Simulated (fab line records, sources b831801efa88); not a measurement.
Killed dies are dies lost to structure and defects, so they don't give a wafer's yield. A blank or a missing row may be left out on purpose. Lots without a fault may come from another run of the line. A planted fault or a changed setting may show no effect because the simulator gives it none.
fab line records | flow sfq_line
record lots=6 wafers=18 last_day=95
route steps=325 shown L0V@17 M0@28 I0@43 M1@58 M8@325
lots that met no fault: from a run of the same line without faults
start_h: hours from the record's first day to the start of the lot's first wafer shown | wait_h: hours since the lot's step before | " the same as in the row above | L1.1+2: a row that stands for several wafers | - no value, or no start given | * or withheld: withheld | < > ~ a bound
route shown NAME@n: a module of which the file shows steps, and the number in the route of the first | usual: mean/standard deviation of fault-free wafers | same: alike in all rows | chamber/n: place in a boat | sites: the reading at each site | _std_site: their standard deviation | _edge_site: outer sites' mean less inner sites' | radius_mm: how far each site lies from the wafer's centre | mask NAME#n: copy n | behind: the tool/chamber that last shaped the wafer | hold: why the lot was held/for how many hours/how that ended | device: the transistor (n, p or np) that didn't switch | end of line: the same wafers' tests at the end of the route | a step without rows: its recipe alone | killed: dies lost to structure and defects at the first sort, not the wafer's yield | map: a wafer's dies, x killed, . not, _ none there
set.NAME: the setting as run; set.NAME@STEP: as run at that earlier step | model.NAME: the simulator's own value behind a step, which no gauge read
lots at some steps of the route; a table a step, a row a wafer
services: from which hour (start_h, from the record's first day; less than 0 if before it) a tool's chamber was out of use, for how many hours, and why
## steps
# step SFQ_TRILAYER_L0_VIA_LITHO_COAT_018
# recipe resist=BARC spin_rpm=3000 resist_thk_nm=62
# step SFQ_TRILAYER_L0_VIA_LITHO_COAT_013
# recipe resist=KrF spin_rpm=3000 resist_thk_nm=650
# step SFQ_TRILAYER_L0_VIA_LITHO_SOFTBAKE_017
# recipe temp_c=withheld time_s=withheld resist=KrF
# step SFQ_TRILAYER_L0_VIA_LITHO_EXPOSE_014
# recipe mask_id=L0V na=0.6 source_shape=conventional sigma_outer=0.65 target_cd_nm=700 dose_mj=21.3
# step SFQ_TRILAYER_L0_VIA_LITHO_PEB_016
# recipe peb_temp_c=115 peb_time_s=60 resist=KrF
# step SFQ_TRILAYER_L0_VIA_LITHO_DEVELOP_015
# recipe time_s=60 resist=KrF
# step SFQ_L0V_OVL_MEAS_903
# usual L0V_OVL=-2/4.7
# columns lot.wafer tool chamber start_h wait_h L0V_OVL[nm]
L589.1 overlay-02 - 160.23 0.1 -2
L589.2 " - " " -4
L589.6 " - " " -5
L590.1 overlay-02 - 163.83 0.1 -2
L590.3 " - " " -4
L590.5 " - " " 0
L592.2 overlay-01 - 171.04 0.1 -2
L592.5 " - " " 2
L592.6 " - " " 2
L593.3 overlay-02 - 172.25 0.1 1
L593.4 " - " " -2
L593.5 " - " " -2
L595.3 overlay-02 - 185.00 0.1 -3
L595.4 " - " " -4
L595.5 " - " " -2
L602.2 overlay-02 - 357.73 0.1 0
L602.4 " - " " 1
L602.5 " - " " 0
# step SFQ_TRILAYER_L0_VIA_BARC_OPEN_VIA_ETCH_021
# recipe mask_material=PR chemistry=O2 target_depth_nm=125 target=BARC source_w=500 bias_w=80 pressure_mtorr=30 time_s=41.7
# step SFQ_TRILAYER_L0_VIA_ETCH_VIA_ETCH_016
# recipe target=SiO2 stop_on=MoNx_KI mask_material=PR chemistry=CHF3 target_depth_nm=80 source_w=500 bias_w=80 pressure_mtorr=30 time_s=withheld
# step SFQ_TRILAYER_L0_VIA_STRIP_STRIP_017
# recipe gas=O2 power_w=200 platen_temp_c=40 overash_fraction=0.65 chemistry=O2 pressure_mtorr=50
# step SFQ_TRILAYER_L0_VIA_STRIP_SOLV_CLEAN_018
# recipe chemistry=NMP temp_c=70 time_s=600
# step SFQ_TRILAYER_M0_DEP_PRE_CLEAN_020
# recipe gas=Ar time_s=15 bias_v=250
# step SFQ_TRILAYER_M0_DEP_SPUTTER_019
# recipe material=Nb base_pressure_pa=1.33e-06 chamber_pressure_pa=0.1333 substrate_temp_c=20 resputter_cathode_voltage_v=400 target_thk_nm=200 power_w=2000 time_s=133.3
# usual throttle_valve_pct=30.4/1.1
# columns lot.wafer tool chamber start_h wait_h throttle_valve_pct model.Nb_of_TRILAYER_M0_DEP_SPUTTER_019.thk_nm
L589.1 pvd_sputter-04 - 161.16 0.0 31.5 201.4
L589.2 " - " " 31.2 203.2
L589.6 " - " " 30.7 202.3
L590.1 pvd_sputter-06 - 164.76 0.0 30.9 199.3
L590.3 " - " " 27.4 203.8
L590.5 " - " " 30.8 199.8
L592.2 pvd_sputter-04 - 171.96 0.0 31.1 194.4
L592.5 " - " " 31.4 190.7
L592.6 " - " " 30.7 197.4
L593.3 pvd_sputter-03 - 173.16 0.0 29.5 202.5
L593.4 " - " " 30.8 201
L593.5 " - " " 31.3 201.5
L595.3 pvd_sputter-04 - 185.91 0.0 31.3 190.8
L595.4 " - " " 31.3 196.4
L595.5 " - " " 31.4 189.3
L602.2 pvd_sputter-04 - 358.66 0.0 31.2 198.8
L602.4 " - " " 31.3 201.6
L602.5 " - " " 31.5 203.8
# step SFQ_M0_RS_MEAS_904
# recipe thk_meas_gauge=four-point-probe reads=Nb_of_TRILAYER_M0_DEP_SPUTTER_019
# usual M0_NB_RS=0.889/0.011
# columns lot.wafer tool chamber start_h wait_h M0_NB_RS[ohm/sq]
L589.1 film_metro-03 - 161.25 0.0 0.886
L589.2 " - " " 0.875
L589.6 " - " " 0.880
L590.1 film_metro-04 - 164.85 0.0 0.895
L590.3 " - " " 0.872
L590.5 " - " " 0.891
L592.2 film_metro-04 - 172.07 0.1 0.916
L592.5 " - " " 0.932
L592.6 " - " " 0.902
L593.3 film_metro-02 - 173.29 0.1 0.880
L593.4 " - " " 0.886
L593.5 " - " " 0.882
L595.3 film_metro-02 - 186.04 0.1 0.933
L595.4 " - " " 0.907
L595.5 " - " " 0.940
L602.2 film_metro-03 - 358.77 0.1 0.896
L602.4 " - " " 0.886
L602.5 " - " " 0.874
# step SFQ_TRILAYER_M0_LITHO_COAT_026
# recipe resist=BARC spin_rpm=3000 resist_thk_nm=62
# step SFQ_TRILAYER_M0_LITHO_COAT_021
# recipe resist=KrF spin_rpm=3000 resist_thk_nm=600
# step SFQ_TRILAYER_M0_LITHO_SOFTBAKE_025
# recipe temp_c=withheld time_s=withheld resist=KrF
# step SFQ_TRILAYER_M0_LITHO_EXPOSE_022
# recipe mask_id=M0 na=0.6 source_shape=conventional sigma_outer=0.65 target_cd_nm=500 dose_mj=14.4
# step SFQ_TRILAYER_M0_LITHO_PEB_024
# recipe peb_temp_c=115 peb_time_s=60 resist=KrF
# step SFQ_TRILAYER_M0_LITHO_DEVELOP_023
# recipe time_s=60 resist=KrF
# step SFQ_M0_OVL_MEAS_906
# usual M0_OVL=-4/4.9
# columns lot.wafer tool chamber start_h wait_h M0_OVL[nm]
L589.1 overlay-01 - 273.76 0.1 -6
L589.2 " - " " -7
L589.6 " - " " -3
L590.1 overlay-01 - 279.76 0.1 -1
L590.3 " - " " -1
L590.5 " - " " -2
L592.2 overlay-02 - 289.36 0.1 -3
L592.5 " - " " -10
L592.6 " - " " 0
L593.3 overlay-02 - 291.77 0.1 4
L593.4 " - " " 3
L593.5 " - " " 2
L595.3 overlay-01 - 305.72 0.1 -3
L595.4 " - " " -3
L595.5 " - " " -4
L602.2 overlay-02 - 498.80 0.1 -9
L602.4 " - " " -10
L602.5 " - " " -2
# step SFQ_TRILAYER_M0_BARC_OPEN_METAL_ETCH_031
# recipe mask_material=PR chemistry=O2 target_depth_nm=125 target=BARC icp_w=600 bias_w=80 pressure_mtorr=10 time_s=41.7
# step SFQ_TRILAYER_M0_ETCH_METAL_ETCH_024
# recipe target=Nb stop_on=SiO2 mask_material=PR chemistry=Cl2/Ar target_depth_nm=240 icp_w=600 bias_w=80 pressure_mtorr=10 time_s=120
# usual chamber_pressure_mTorr=10.001/0.011 drypump_motor_current_A=5.8/0.42 oes_product_au=0.895/0.0084 rf_fwd_power_W=596.8/2.1
# columns lot.wafer tool chamber start_h wait_h chamber_pressure_mTorr drypump_motor_current_A oes_product_au rf_fwd_power_W rf_hours_counter_h model.M0.feature_depth_nm model.etch.depth_nm
L589.1 rie_metal-04 1 273.85 0.0 10.017 6.1 0.899 596.5 65 201.4 201.4
L589.2 " 0 " " 10.005 6.2 0.905 594.1 36 203.2 203.2
L589.6 " 1 " " 9.989 6.0 0.901 596.1 - 202.3 202.3
L590.1 rie_metal-03 1 279.85 0.0 9.995 5.3 0.889 597.6 152 199.3 199.3
L590.3 " 1 " " 9.996 5.3 0.908 597.4 - 203.8 203.8
L590.5 " 1 " " 10.002 5.3 0.895 599.8 - 199.8 199.8
L592.2 rie_metal-02 0 289.45 0.0 10.004 5.4 0.871 594.6 11 194.4 194.4
L592.5 " 1 " " 9.991 6.2 0.864 599.6 - 190.7 190.7
L592.6 " 0 " " 10.001 5.4 0.889 595.4 - 197.4 197.4
L593.3 rie_metal-03 1 291.99 0.1 9.984 5.3 0.901 596.6 - 202.5 202.5
L593.4 " 1 " " 10.000 5.3 0.904 594.4 - 201 201
L593.5 " 1 " " 9.989 5.3 0.903 594.6 - 201.5 201.5
L595.3 rie_metal-03 0 305.84 0.1 10.009 5.4 0.870 600.6 - 190.8 190.8
L595.4 " 1 " " 10.006 5.3 0.882 595.6 - 196.4 196.4
L595.5 " 0 " " 10.004 5.4 0.867 598.2 - 189.3 189.3
L602.2 rie_metal-04 1 498.89 0.0 10.013 6.1 0.892 596.9 98 198.8 198.8
L602.4 " 0 " " 10.005 6.2 0.899 595.8 - 201.6 201.6
L602.5 " 1 " " 9.998 6.1 0.911 593.4 - 203.8 203.8
# step SFQ_TRILAYER_M0_STRIP_STRIP_025
# recipe gas=O2 power_w=200 platen_temp_c=40 overash_fraction=0.65 chemistry=O2 pressure_mtorr=50
# usual chamber_pressure_mTorr=50.00/0.048 drypump_motor_current_A=5.8/0.42 oes_product_au=1.001/0.011
# columns lot.wafer tool chamber start_h wait_h chamber_pressure_mTorr drypump_motor_current_A oes_product_au rf_hours_counter_h
L589.1 rie_metal-04 1 273.98 0.1 50.02 6.0 0.995 65
L589.2 " 0 " " 49.94 6.2 1.020 36
L589.6 " 1 " " 50.01 6.0 0.991 -
L590.1 rie_metal-03 1 279.98 0.1 49.97 5.3 0.986 152
L590.3 " 1 " " 50.08 5.3 0.997 -
L590.5 " 1 " " 50.08 5.3 0.992 -
L592.2 rie_metal-02 0 289.58 0.1 49.96 5.4 0.994 12
L592.5 " 1 " " 50.03 6.2 1.014 -
L592.6 " 0 " " 50.02 5.4 0.993 -
L593.3 rie_metal-03 1 292.56 0.5 50.00 5.3 0.997 -
L593.4 " 1 " " 50.09 5.3 0.988 -
L593.5 " 1 " " 50.04 5.3 0.996 -
L595.3 rie_metal-03 0 306.13 0.2 49.88 5.4 1.004 -
L595.4 " 1 " " 50.07 5.3 0.992 -
L595.5 " 0 " " 50.05 5.4 1.001 -
L602.2 rie_metal-04 1 499.02 0.1 50.11 6.0 0.995 98
L602.4 " 0 " " 50.00 6.2 1.010 -
L602.5 " 1 " " 50.02 6.0 0.994 -
# step SFQ_TRILAYER_M0_STRIP_SOLV_CLEAN_026
# recipe chemistry=NMP temp_c=70 time_s=600
# step SFQ_TRILAYER_I0_DEP_PECVD_027
# recipe material=SiO2 temp_c=150 time_s=111.11 pressure_torr=2.4 rf_w=183.3 precursor=SiH4/N2O target_thk_nm=500
# step SFQ_TRILAYER_I0_CMP_CMP_028
# recipe material=SiO2 down_force_psi=3 platen_rpm=60 pad_velocity_m_s=0.94248
# usual motor_current_A=10.1/1 time_to_endpoint_s=216/7.7
# columns lot.wafer tool chamber start_h wait_h motor_current_A time_to_endpoint_s
L589.2 cmp-01 2 278.00 3.2 9.9 213
L589.1 " 0 279.00 4.2 11.2 209
L589.6 " 1 " " 11.1 228
L590.3 cmp-01 1 280.87 0.0 10.8 223
L590.1 " 2 " " 10.0 201
L590.5 " 1 282.87 2.0 11.0 217
L592.2 cmp-01 3 291.47 1.1 9.5 209
L592.5 " 1 292.47 2.0 11.0 214
L592.6 " 2 " " 9.8 209
L593.4 cmp-02 3 293.61 0.0 11.7 219
L593.3 " 0 " " 10.2 223
L593.5 " 0 296.11 2.5 10.3 219
L595.4 cmp-01 1 306.78 0.0 10.7 215
L595.3 " 0 308.28 1.5 10.5 211
L595.5 " 2 309.28 2.5 10.2 209
L602.4 cmp-01 3 505.21 5.3 9.4 216
L602.2 " 0 " " 10.7 215
L602.5 " 1 " " 11.1 216
# step SFQ_I0_BOW_MEAS_907
# recipe mode=bow
# usual I0_BOW=1/7.9
# columns lot.wafer tool chamber start_h wait_h I0_BOW[um]
L589.1 film_metro-04 - 280.50 1.0 20
L589.2 " - " " -3
L589.6 " - " " 11
L590.1 film_metro-03 - 283.87 2.0 5
L590.3 " - " " 6
L590.5 " - " " -9
L592.2 film_metro-03 - 293.49 1.5 4
L592.5 " - " " -2
L592.6 " - " " 6
L593.3 film_metro-04 - 296.65 2.0 5
L593.4 " - " " 10
L593.5 " - " " -11
L595.3 film_metro-01 - 309.82 1.0 8
L595.4 " - " " -19
L595.5 " - " " -14
L602.2 film_metro-04 - 507.23 1.0 3
L602.4 " - " " -10
L602.5 " - " " 4
# step SFQ_TRILAYER_I0_METRO_MEASURE_029
# usual thk_nm=200.2/1.1
# columns lot.wafer tool chamber start_h wait_h thk_nm
L589.1 film_metro-04 - 280.62 0.1 200.5
L589.2 " - " " 198.8
L589.6 " - " " 200.4
L590.1 film_metro-03 - 283.99 0.1 199.8
L590.3 " - " " 200.3
L590.5 " - " " 200.7
L592.2 film_metro-03 - 293.79 0.3 199.8
L592.5 " - " " 199.4
L592.6 " - " " 197.9
L593.3 film_metro-04 - 297.13 0.5 202.8
L593.4 " - " " 199.2
L593.5 " - " " 202.2
L595.3 film_metro-01 - 310.30 0.5 201.4
L595.4 " - " " 201.2
L595.5 " - " " 200.3
L602.2 film_metro-04 - 507.53 0.3 200.0
L602.4 " - " " 200.2
L602.5 " - " " 201.1
# step SFQ_TRILAYER_I0_VIA_LITHO_COAT_036
# recipe resist=BARC spin_rpm=3000 resist_thk_nm=62
# step SFQ_TRILAYER_I0_VIA_LITHO_COAT_031
# recipe resist=KrF spin_rpm=3000 resist_thk_nm=650
# step SFQ_TRILAYER_I0_VIA_LITHO_SOFTBAKE_035
# recipe temp_c=withheld time_s=withheld resist=KrF
# step SFQ_TRILAYER_I0_VIA_LITHO_EXPOSE_032
# recipe mask_id=I0 na=0.6 source_shape=conventional sigma_outer=0.65 target_cd_nm=500 dose_mj=21.3
# step SFQ_TRILAYER_I0_VIA_LITHO_PEB_034
# recipe peb_temp_c=115 peb_time_s=60 resist=KrF
# step SFQ_TRILAYER_I0_VIA_LITHO_DEVELOP_033
# recipe time_s=60 resist=KrF
# step SFQ_I0_OVL_MEAS_908
# usual I0_OVL=1/6
# columns lot.wafer tool chamber start_h wait_h I0_OVL[nm]
L589.1 overlay-02 - 397.06 0.1 12
L589.2 " - " " 9
L589.6 " - " " 9
L590.1 overlay-01 - 399.46 0.1 0
L590.3 " - " " 4
L590.5 " - " " -5
L592.2 overlay-01 - 404.27 0.1 6
L592.5 " - " " 10
L592.6 " - " " 6
L593.3 overlay-02 - 442.67 0.1 2
L593.4 " - " " 1
L593.5 " - " " 4
L595.3 overlay-02 - 449.42 0.1 2
L595.4 " - " " -2
L595.5 " - " " 9
L602.2 overlay-02 - 668.99 0.1 5
L602.4 " - " " 1
L602.5 " - " " 0
# step SFQ_TRILAYER_I0_VIA_BARC_OPEN_VIA_ETCH_046
# recipe mask_material=PR chemistry=O2 target_depth_nm=125 target=BARC source_w=500 bias_w=80 pressure_mtorr=30 time_s=41.7
# usual chamber_pressure_mTorr=30.00/0.03 drypump_motor_current_A=5.66/0.28 oes_product_au=0.685/0.0047 rf_fwd_power_W=494.6/2
# columns lot.wafer tool chamber start_h wait_h chamber_pressure_mTorr drypump_motor_current_A oes_product_au rf_fwd_power_W rf_hours_counter_h
L589.1 rie_diel-01 3 397.10 0.0 29.97 5.66 0.681 496.2 13
L589.2 " 2 " " 29.94 5.99 0.684 494.3 21
L589.6 " 3 " " 30.04 5.67 0.691 496.7 -
L590.1 rie_diel-03 1 399.50 0.0 30.05 5.73 0.681 494.9 67
L590.3 " 0 " " 29.99 5.66 0.680 495.5 49
L590.5 " 2 " " 29.99 5.53 0.690 494.1 -
L592.2 rie_diel-03 3 404.30 0.0 30.00 5.93 0.684 496.5 8
L592.5 " 2 " " 30.00 5.53 0.688 493.2 -
L592.6 " 3 " " 30.01 5.94 0.684 495.0 -
L593.3 rie_diel-01 0 442.70 0.0 30.00 5.40 0.686 492.1 38
L593.4 " 1 " " 30.05 5.28 0.677 496.7 35
L593.5 " 2 " " 29.94 6.00 0.689 495.1 -
L595.3 rie_diel-02 1 449.45 0.0 29.98 5.93 0.677 491.3 2
L595.4 " 0 " " 30.04 5.64 0.686 492.4 42
L595.5 " 2 " " 30.04 5.13 0.688 496.7 -
L602.2 rie_diel-03 0 669.02 0.0 30.02 5.65 0.689 495.0 53
L602.4 " 0 " " 30.06 5.66 0.684 495.0 -
L602.5 " 3 " " 30.05 5.93 0.681 492.1 -
# step SFQ_TRILAYER_I0_VIA_ETCH_VIA_ETCH_034
# recipe target=SiO2 stop_on=Nb mask_material=PR taper_deg=20 chemistry=CHF3 target_depth_nm=260 source_w=500 bias_w=80 pressure_mtorr=30 time_s=withheld
# usual chamber_pressure_mTorr=30.000/0.027 drypump_motor_current_A=5.66/0.28 oes_product_au=0.855/0.0051 rf_fwd_power_W=498.0/1.7
# columns lot.wafer tool chamber start_h wait_h chamber_pressure_mTorr drypump_motor_current_A oes_product_au rf_fwd_power_W
L589.1 rie_diel-01 3 397.14 0.0 29.976 5.66 0.856 498.9
L589.2 " 2 " " 30.000 6.07 0.861 499.0
L589.6 " 3 " " 30.003 5.66 0.856 499.6
L590.1 rie_diel-03 1 399.54 0.0 29.990 5.72 0.855 497.3
L590.3 " 0 " " 30.015 5.65 0.859 499.2
L590.5 " 2 " " 29.974 5.54 0.855 497.7
L592.2 rie_diel-03 3 404.34 0.0 30.027 5.92 0.863 497.2
L592.5 " 2 " " 30.030 5.55 0.861 498.8
L592.6 " 3 " " 29.988 5.96 0.846 497.6
L593.3 rie_diel-01 0 442.74 0.0 29.985 5.39 0.866 497.2
L593.4 " 1 " " 29.964 5.27 0.858 499.0
L593.5 " 2 " " 30.007 6.05 0.851 499.9
L595.3 rie_diel-02 1 449.49 0.0 30.047 5.87 0.855 496.1
L595.4 " 0 " " 29.978 5.60 0.856 499.4
L595.5 " 2 " " 29.984 5.11 0.847 498.8
L602.2 rie_diel-03 0 669.06 0.0 30.003 5.67 0.855 497.6
L602.4 " 0 " " 30.019 5.68 0.847 498.3
L602.5 " 3 " " 29.980 5.94 0.857 498.7
# step SFQ_TRILAYER_I0_VIA_STRIP_STRIP_035
# recipe gas=O2 power_w=200 platen_temp_c=40 overash_fraction=0.65 chemistry=O2 pressure_mtorr=50
# step SFQ_TRILAYER_I0_VIA_STRIP_SOLV_CLEAN_036
# recipe chemistry=NMP temp_c=70 time_s=600
# step SFQ_TRILAYER_M1_DEP_PRE_CLEAN_038
# recipe gas=Ar time_s=22.5 bias_v=250
# step SFQ_M8_BOW_MEAS_951
# recipe mode=bow
# usual M8_BOW=8/12
# columns lot.wafer tool chamber start_h wait_h M8_BOW[um] model.etest.m0.ohm_um model.etest.m0.ohm_sq model.etest.i0.link_ohm
L589.1 film_metro-01 - 2122.22 0.0 17 1.774 0.8836 1.947
L589.2 " - " " -7 1.743 0.8758 1.946
L589.6 " - " " 9 1.767 0.8795 1.95
L590.1 film_metro-03 - 2125.15 0.0 0 1.78 0.8931 1.971
L590.3 " - " " 1 1.731 0.8733 1.966
L590.5 " - " " -13 1.771 0.8907 1.963
L592.2 film_metro-03 - 2130.86 0.0 6 1.834 0.9156 1.982
L592.5 " - " " 0 1.88 0.9332 2.006
L592.6 " - " " 7 1.808 0.9015 1.974
L593.3 film_metro-03 - 2135.20 0.0 14 1.755 0.8787 1.963
L593.4 " - " " 21 1.771 0.8855 1.955
L593.5 " - " " 0 1.769 0.8832 1.961
L595.3 film_metro-01 - 2147.81 0.0 12 1.882 0.9325 2.01
L595.4 " - " " -15 1.823 0.9061 1.992
L595.5 " - " " -9 1.899 0.9401 2.039
L602.2 film_metro-01 - 2272.63 0.0 1 1.806 0.8951 1.978
L602.4 " - " " -14 1.759 0.8827 1.968
L602.5 " - " " 1 1.757 0.8732 1.961
## services
# columns tool chamber start_h hours kind
cmp-01 - 212.18 0.5 repair
cmp-01 - 240.83 5.4 pm
cmp-01 - 246.22 4.0 pm
cmp-01 - 270.11 4.4 repair
rie_diel-03 - 274.99 4.3 pm
rie_diel-03 - 305.07 1.4 repair
rie_diel-03 3 308.59 2.1 repair
cmp-01 - 334.97 2.5 repair
rie_metal-03 0 341.89 26.5 repair
rie_diel-03 3 342.80 15.8 repair
cmp-01 - 348.84 4.2 repair
cmp-01 - 352.47 0.2 repair
cmp-01 - 362.99 4.1 repair
cmp-01 - 393.05 11.7 repair
rie_diel-03 3 418.70 7.5 repair
rie_diel-03 0 446.79 11.8 repair
rie_diel-03 - 478.38 0.5 repair
rie_metal-03 - 480.36 1.3 repair
rie_metal-03 - 481.62 2.8 pm
rie_metal-03 - 485.71 0.3 repair
rie_metal-03 - 535.82 0.3 repair
rie_metal-03 1 555.94 14.2 repair
rie_metal-03 0 618.72 2.1 repair
rie_metal-03 - 647.86 1.4 pm
## key
first_sign step=SFQ_M0_RS_MEAS_904 reading=M0_NB_RS direction=up sigmas=4.1 usual=0.889 struck=0.935
effect step=SFQ_TRILAYER_M0_ETCH_METAL_ETCH_024 reading=oes_product_au direction=down sigmas=3.4 usual=0.895 struck=0.867
model_effect step=SFQ_TRILAYER_M0_DEP_SPUTTER_019 value=Nb_of_TRILAYER_M0_DEP_SPUTTER_019.thk_nm without=198.4 struck=190.3
model_effect step=SFQ_TRILAYER_M0_ETCH_METAL_ETCH_024 value=M0.feature_depth_nm without=198.4 struck=190.3
model_effect step=SFQ_M8_BOW_MEAS_951 value=etest.m0.ohm_um without=1.81 struck=1.887
met_at SFQ_TRILAYER_M0_DEP_SPUTTER_019
struck_wafers L592.5,L595.3,L595.5
onset_between 161.16 171.96
fault kind=process_parameter_drift tool=pvd_sputter-04 chamber=- onset_h=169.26 steps=SFQ_TRILAYER_M0_DEP_SPUTTER_019 channel=time_s offset=* shape=step end_h=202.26 scope=struck_wafers_only acts_in=* stated=*
